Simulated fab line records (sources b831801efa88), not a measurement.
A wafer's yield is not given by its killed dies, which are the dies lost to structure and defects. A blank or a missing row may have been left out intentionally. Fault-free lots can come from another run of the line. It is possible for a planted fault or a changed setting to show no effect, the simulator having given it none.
What tool caused it? ; flow gf180mcu ; 36 wafers from 12 lots sampled at 5 of the route's 602 steps

WHAT THE GAUGES READ, wafer by wafer
GF_V3_RS_MEAS_24: measurement is done with a four-point probe. Usual: V3_W_RS typically reads 0.328 ohm/sq, with standard deviation 0.0033.
lot;measured;on;V3_W_RS (ohm/sq);flag
L695;day 22 08:24;film_metro-02;0.330 0.324 0.329;
L697;day 23 07:45;film_metro-02;0.321 0.326 0.320;
L698;day 23 18:29;film_metro-01;0.331 0.328 0.327;
L699;day 23 22:11;film_metro-03;0.321 0.324 0.328;
L703;day 25 13:42;film_metro-03;0.328 0.325 0.327;
L704;day 26 15:39;film_metro-03;0.329 0.334 0.328;
L706;day 27 05:22;film_metro-02;0.329 0.331 0.329;
L711;day 28 07:17;film_metro-03;0.329 0.328 0.334;
L710;day 28 09:19;film_metro-02;0.328 0.332 0.334;
L714;day 28 17:19;film_metro-01;0.331 0.327 0.328;
L713;day 28 23:13;film_metro-01;0.327 0.324 0.325;
L715;day 29 06:39;film_metro-01;0.329 0.326 0.329;

GF_V4_CD_MEAS_14: the cd target is 260 nm. Usual: cd_nm reads 260.6 nm (standard deviation 1.4).
lot;measured;on;cd_nm (nm);flag
L695;day 24 08:35;cd_sem-01;262.5 262.7 262.6;
L697;day 25 06:19;cd_sem-02;262.1 261.4 261.0;
L698;day 25 16:22;cd_sem-01;260.9 261.9 261.0;
L699;day 25 19:57;cd_sem-01;258.7 258.5 258.1;
L703;day 27 09:23;cd_sem-02;260.6 260.2 260.5;
L704;day 28 09:05;cd_sem-01;265.6 264.4 265.0;OFF
L706;day 28 23:03;cd_sem-02;268.2 267.4 267.2;OFF
L711;day 29 22:38;cd_sem-02;259.8 259.9 260.0;
L710;day 30 00:46;cd_sem-01;260.8 260.9 260.0;
L714;day 30 08:43;cd_sem-02;261.2 261.7 261.9;
L713;day 30 13:07;cd_sem-01;258.7 257.5 258.3;
L715;day 30 21:34;cd_sem-02;259.1 259.5 259.8;

TOOL THAT RAN EACH LOT (tool first, then ch and the chambers of the sampled wafers, then the start)
lot;GF_M4_SPUTTER_01;GF_M4_METAL_ETCH_16;GF_V4_PEB_12
L695;pvd_sputter-02, day 22 09:04;rie_metal-03 ch 0, day 23 08:11;litho_track-02 ch 0, day 24 08:14
L697;pvd_sputter-01, day 23 08:20;rie_metal-03 ch 0,1, day 24 06:53;litho_track-04 ch 0, day 25 05:58
L698;pvd_sputter-02, day 23 19:04;rie_metal-01 ch 0,1, day 24 17:20;litho_track-04 ch 0, day 25 16:01
L699;pvd_sputter-02, day 23 22:44;rie_metal-02 ch 0,1, day 24 20:56;litho_track-04 ch 0, day 25 19:37
L703;pvd_sputter-02, day 25 14:17;rie_metal-02 ch 0,1, day 26 11:46;litho_track-02 ch 0, day 27 09:02
L704;pvd_sputter-03, day 26 16:14;rie_metal-02 ch 1, day 27 11:43;litho_track-02 ch 0, day 28 08:44
L706;pvd_sputter-03, day 27 05:56;rie_metal-02 ch 1, day 28 02:04;litho_track-02 ch 0, day 28 22:43
L711;pvd_sputter-01, day 28 07:50;rie_metal-01 ch 0,1, day 29 03:17;litho_track-04 ch 0, day 29 22:17
L710;pvd_sputter-01, day 28 09:54;rie_metal-02 ch 0,1, day 29 04:26;litho_track-04 ch 0, day 30 00:25
L714;pvd_sputter-03, day 28 17:54;rie_metal-03 ch 0,1, day 29 13:08;litho_track-01 ch 0, day 30 08:22
L713;pvd_sputter-01, day 28 23:48;rie_metal-01 ch 0,1, day 29 18:05;litho_track-04 ch 0, day 30 12:46
L715;pvd_sputter-03, day 29 07:14;rie_metal-01 ch 0,1, day 30 02:20;litho_track-04 ch 0, day 30 21:13
- GF_M4_SPUTTER_01: material TiN, target thk 30 nm, time 25 s.
- GF_M4_METAL_ETCH_16: etches the open film in Cl2/BCl3, stops on SiO2, target depth 750.8 nm, time 125.1 s.
- GF_V4_PEB_12: peb time 90 s.

WHAT THE TOOLS THEMSELVES READ (means of the sampled wafers that have a number; where no wafer has one, the mark that the record gives instead)
GF_M4_SPUTTER_01. Usual: throttle_valve_pct reads 29.8 % (standard deviation 0.93).
lot;tool;throttle_valve_pct (%);flag
L695;pvd_sputter-02;30.0;
L697;pvd_sputter-01;29.9;
L698;pvd_sputter-02;29.1;
L699;pvd_sputter-02;29.1;
L703;pvd_sputter-02;29.4;
L704;pvd_sputter-03;29.3;
L706;pvd_sputter-03;28.6;
L711;pvd_sputter-01;30.5;
L710;pvd_sputter-01;30.2;
L714;pvd_sputter-03;30.1;
L713;pvd_sputter-01;30.6;
L715;pvd_sputter-03;28.7;

GF_M4_METAL_ETCH_16. Usual: bcl3_flow_sccm 40.01 sccm, standard deviation 0.13; drypump_motor_current_A 5.8 A, standard deviation 0.46; he_backside_leak_sccm 3.33 sccm, standard deviation 0.19; oes_product_au 0.990 a.u., standard deviation 0.0056; throttle_valve_pct 28.231 %, standard deviation 0.01.
lot;tool;bcl3_flow_sccm (sccm);drypump_motor_current_A (A);he_backside_leak_sccm (sccm);oes_product_au (a.u.);throttle_valve_pct (%);flag
L695;rie_metal-03;39.98;5.0;3.47;0.993;28.232;
L697;rie_metal-03;40.04;5.2;3.43;0.985;28.235;
L698;rie_metal-01;39.95;6.0;3.28;0.985;28.227;
L699;rie_metal-02;40.21;5.8;3.24;0.989;28.234;
L703;rie_metal-02;39.95;5.8;3.23;0.992;28.230;
L704;rie_metal-02;40.06;6.1;3.18;0.988;28.233;
L706;rie_metal-02;40.08;6.1;3.16;0.989;28.234;
L711;rie_metal-01;39.96;6.1;3.37;0.987;28.235;
L710;rie_metal-02;40.17;5.8;3.29;0.989;28.234;
L714;rie_metal-03;40.00;5.5;3.42;0.995;28.223;
L713;rie_metal-01;39.98;6.0;3.44;0.986;28.224;
L715;rie_metal-01;40.04;6.2;3.29;0.989;28.240;

THE ANSWER, worked out from the rows above alone
Rule: a lot counts as off when the mean over its wafers that have a number is more than 3 standard deviations away from the usual mean. A lot without any number at a reading at which 4 lots or more have one is off too. The other lots that the step has rows for count as sound. Order of review: gauges by route order, followed by the tools' own readings, for which a lot's mean as printed above is used. At the first step where some lot is off, the reading lying furthest off is the one used; lots without a number count as furthest.
Off, at GF_V4_CD_MEAS_14 on cd_nm: L704, L706.
A tool fits if, at a process step before that reading, it ran every lot that is off, and no sound lot after the first of them. Those tools and the gauges at GF_V4_CD_MEAS_14 are tried in the same way. One fits: GF_V4_PEB_12 on litho_track-02. Its last sound lot is L703 (day 27 09:02), its first lot that is off L704 (day 28 08:44): a fault that began between those two fits.

WHAT HAD BEEN PUT IN BY THE SIMULATOR
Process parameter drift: litho_track-02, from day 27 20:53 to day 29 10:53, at GF_V4_PEB_12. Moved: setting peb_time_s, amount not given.
Lots struck among those shown: L704, L706. The rule given above showed the same thing.
